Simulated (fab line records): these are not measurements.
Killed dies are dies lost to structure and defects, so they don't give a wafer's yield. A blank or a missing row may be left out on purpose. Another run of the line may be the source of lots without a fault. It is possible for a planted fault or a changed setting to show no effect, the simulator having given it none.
One fault through the eyes of 2 desks -- flow sky130 -- what lay behind the numbers comes last; until then each desk has only its own

== METROLOGY DESK ==
Means of the sampled wafers that have a number, per lot and without regard to the tool the lot ran on: this is what the gauges read. Marked OUT: a lot whose mean sits more than 4 standard deviations from the usual mean, which makes it out of limits; the brackets give that distance.
Columns: A = NWELL_2_TW at SKY_NWELL_TW_MEAS_26, usual 499
lot,first seen here,A
L957,day 6 09:32,495
L955,day 6 12:35,494
L956,day 6 13:20,495
L959,day 6 23:37,498
L961,day 7 10:01,494
L962,day 7 18:04,493
L963,day 7 21:41,495
L964,day 8 05:29,507
L965,day 8 08:14,505
L966,day 8 14:58,509
L967,day 8 23:50,509
L974,day 10 15:16,496
L975,day 11 00:32,501
L976,day 11 04:29,501
This desk's verdict: no lot among the 14 shows anything out of limits.

== AT THE TOOL OWNER'S DESK: litho-track-03 ==
The tool's own readings at SKY_VT_ADJUST_HVTR_DEVELOP_06 (develop time 60 s): means of the sampled wafers that have a number, for each lot that ran on this tool. Marked OUT: a lot whose mean sits more than 4 standard deviations from the usual mean, which makes it out of limits; the brackets give that distance.
Columns: A = chill-plate-temp-C at SKY_VT_ADJUST_HVTR_DEVELOP_06, usual 23.02 C; B = developer-temp-C at SKY_VT_ADJUST_HVTR_DEVELOP_06, usual 23.03 C
lot,first seen here,A,B
L956,day 11 00:48,22.98,23.06
L961,day 12 02:51,22.97,22.97
L962,day 12 14:51,23.09,23.19
L963,day 12 17:12,22.86,23.00
L964,day 13 03:51,23.15,23.16
L965,day 13 06:33,22.99,21.98 (-10) OUT
L966,day 13 15:36,23.11,22.29 (-7.4) OUT
L975,day 16 14:30,23.05,22.93
Finding of this desk: L965, L966 out of limits; the first was L965 at day 13 06:33, on developer-temp-C at SKY_VT_ADJUST_HVTR_DEVELOP_06. Within limits: L956, L961, L962, L963, L964, L975.

== ALL TOGETHER ==
At day 13 06:33, on L965, L966, the tool owner's desk was in a position to raise an alarm.
Nothing out of limits was seen by the metrology desk.
The metrology desk has L965, L966 on record, within its limits.
On litho-track-03, each named lot ran SKY_VT_ADJUST_HVTR_DEVELOP_06.

== WHAT WAS PUT IN BY THE SIMULATOR ==
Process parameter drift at SKY_VT_ADJUST_HVTR_DEVELOP_06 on litho-track-03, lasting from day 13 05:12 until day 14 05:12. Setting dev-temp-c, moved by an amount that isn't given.
Shown lots that were struck: L965, L966.
How many hours passed from the start of the fault until each desk's first out-of-limits reading: the tool owner's desk, 1.
